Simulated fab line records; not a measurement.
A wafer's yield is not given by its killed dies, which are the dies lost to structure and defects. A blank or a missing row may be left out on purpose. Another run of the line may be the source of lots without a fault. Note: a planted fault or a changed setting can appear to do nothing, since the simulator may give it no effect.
One fault seen from 2 desks -- flow sky130 -- each desk holds nothing but its own numbers, with what lay behind them at the end

FOR THE TOOL OWNER'S DESK: lpcvd-02
The tool's own readings at SKY_SONOS_ONO_CVD_02 (deposits Si3N4 from DCS/NH3, target thk 10.5 nm, time 180 s): means of the sampled wafers that have a number, for each lot that ran on this tool. The brackets show how far a lot's mean lies from the usual mean; more than 4 standard deviations puts the lot out of limits, marked OUT. Readings shown: 7 out of 8 (the first out of limits, and those lying furthest out on some lot).
Columns: A = spike_tc_bottom_C at SKY_SONOS_ONO_CVD_02, usual 785.8 C; B = spike_tc_centre_C at SKY_SONOS_ONO_CVD_02, usual 771.2 C; C = spike_tc_lower_C at SKY_SONOS_ONO_CVD_02, usual 769.3 C; D = spike_tc_top_C at SKY_SONOS_ONO_CVD_02, usual 778.4 C; E = spike_tc_upper_C at SKY_SONOS_ONO_CVD_02, usual 769.9 C; F = susceptor_temp_C at SKY_SONOS_ONO_CVD_02, usual 770.1 C; G = zone_power_upper_pct at SKY_SONOS_ONO_CVD_02, usual 12.1 %
lot,first seen here,A,B,C,D,E,F,G
L804,day 11 02:26,783.5,769.3,769.6,779.3,769.9,770.1,10.7
L805,day 11 11:31,783.8,770.2,769.0,779.4,769.3,769.9,10.7
L806,day 12 00:31,787.2,771.1,769.7,776.4,769.5,770.3,13.4
L807,day 12 06:31,784.1,770.5,769.1,779.4,770.9,770.0,10.6
L808,day 12 16:27,787.5,772.9,769.1,777.9,769.4,770.2,13.5
L810,day 13 06:08,784.8,770.4,769.6,778.7,770.7,769.6,10.6
L813,day 14 19:49,786.5,771.3,769.2,777.5,768.4,770.2,13.4
L814,day 15 03:47,788.5,771.6,770.6,776.1,768.8,770.4,13.6
L815,day 15 03:47,783.7,770.4,769.3,779.3,770.9,770.1,10.7
L819,day 16 06:40,804.9 (+9.6) OUT,790.2 (+13) OUT,787.2 (+16) OUT,795.7 (+11) OUT,787.0 (+13) OUT,788.0 (+50) OUT,14.1
L820,day 16 12:11,805.3 (+9.8) OUT,789.6 (+12) OUT,788.5 (+17) OUT,794.1 (+9.8) OUT,786.7 (+13) OUT,788.3 (+51) OUT,14.0
L827,day 18 23:05,787.1,771.1,770.0,776.9,769.1,770.4,13.5
This desk's verdict: out of limits on L819, L820, starting with L819 at day 16 06:40 (spike_tc_bottom_C at SKY_SONOS_ONO_CVD_02). In limits: L804, L805, L806, L807, L808, L810, L813, L814, L815, L827.

THE METROLOGY DESK
Lot by lot, what the gauges showed, no matter which tool ran the lot: averages of those sampled wafers that carry a number. The brackets show how far a lot's mean lies from the usual mean; more than 4 standard deviations puts the lot out of limits, marked OUT.
Columns: A = SONOS_ONO_CVD_02_THK at SKY_SONOS_ONO_THK_MEAS_03, usual 10.55 nm; B = LDD_P_TW at SKY_LDD_P_TW_MEAS_11, usual 635; C = cd_nm at SKY_POLY_CUT_CD_MEAS_08, usual 269.9 nm
lot,first seen here,A,B,C
L804,day 11 03:30,10.53,644,270.4
L805,day 11 12:34,10.53,642,270.1
L806,day 12 01:35,10.65,630,271.0
L807,day 12 08:05,10.43,632,271.2
L808,day 12 18:04,10.47,632,266.9
L810,day 13 07:12,10.66,641,270.7
L813,day 14 20:52,10.37,631,270.8
L814,day 15 04:50,10.59,627,271.2
L815,day 15 04:51,10.64,627,268.3
L819,day 16 07:44,14.90 (+33) OUT,633,272.6
L820,day 16 13:14,14.79 (+33) OUT,627,269.1
L827,day 19 00:40,10.66,634,269.7
This desk reports L819, L820 out of limits; the earliest was L819 at day 16 07:44 (SONOS_ONO_CVD_02_THK at SKY_SONOS_ONO_THK_MEAS_03). In limits: L804, L805, L806, L807, L808, L810, L813, L814, L815, L827.

ALL TOGETHER
An alarm could have come from the tool owner's desk at day 16 06:40, on L819, L820.
The metrology desk could have raised an alarm at day 16 07:44, on L819, L820.
Of the lots named, all ran SKY_SONOS_ONO_CVD_02 on lpcvd-02.

WHAT THE SIMULATOR HAD INSERTED
lpcvd-02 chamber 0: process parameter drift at SKY_SONOS_ONO_CVD_02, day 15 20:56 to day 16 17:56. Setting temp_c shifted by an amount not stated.
Shown lots that were struck: L819, L820.
Time in hours from fault onset to the first out-of-limits reading at each desk: tool owner's desk 10, metrology desk 11.
